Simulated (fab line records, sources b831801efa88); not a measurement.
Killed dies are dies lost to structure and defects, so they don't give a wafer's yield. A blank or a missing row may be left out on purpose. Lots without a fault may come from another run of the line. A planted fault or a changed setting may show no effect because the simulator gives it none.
Chamber matching | flow gf180mcu | GF_POLY_GATE_ETCH_13 on rie_si-01: 4 sister chambers
The step etches poly-Si in HBr/Cl2, stops on SiO2, target depth 198.5 nm, time 69.6 s. 8 wafers are shown with their chamber, then 10 later ones without.

WAFERS WITH THEIR CHAMBER
wafer  | chamber | drypump_motor_current_A (A) | oes_product_au (a.u.)
L882.6 | 3       | 5.8                         | 0.996
L888.1 | 3       | 5.9                         | 0.983
L892.1 | 0       | 4.9                         | 0.986
L893.2 | 1       | 5.6                         | 0.992
L893.4 | 2       | 5.2                         | 1.000
L893.5 | 2       | 5.2                         | 0.983
L895.1 | 0       | 4.9                         | 0.985
L895.2 | 1       | 5.7                         | 0.996

WAFERS WITHOUT THEIR CHAMBER
wafer  | drypump_motor_current_A (A) | oes_product_au (a.u.)
L895.6 | 5.9                         | 0.994
L896.2 | 5.9                         | 0.994
L896.3 | 5.7                         | 0.991
L896.6 | 5.6                         | 0.996
L897.3 | 5.2                         | 0.998
L897.5 | 5.8                         | 0.996
L897.6 | 5.2                         | 1.000
L898.1 | 5.6                         | 0.994
L898.4 | 5.6                         | 0.995
L898.5 | 5.9                         | 0.989

WHICH CHAMBER EACH WENT THROUGH
wafer  | from the rows above     | in truth
L895.6 | 3                       | 3
L896.2 | 3                       | 3
L896.3 | can't be placed: 1 or 3 | 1
L896.6 | 1                       | 1
L897.3 | 2                       | 2
L897.5 | can't be placed: 3 or 1 | 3
L897.6 | 2                       | 2
L898.1 | 1                       | 1
L898.4 | 1                       | 1
L898.5 | 3                       | 3
Placed correctly: 8 of 10. Can't be placed from these rows: 2 (the true chamber is among the candidates in 2). Placed wrongly: 0.
How it was worked out, from the rows above alone: a wafer's distance from a chamber is the root of the sum, over the readings, of the square of ((its reading less the chamber's mean) divided by the reading's scatter). The wafer belongs to the nearest chamber; if the next one is less than 2 further off, it can't be placed. A chamber's mean is the mean of its shown wafers. The scatter: the root of (the sum of the squares of (reading less its chamber's mean) over the shown wafers, divided by (wafers less chambers)).
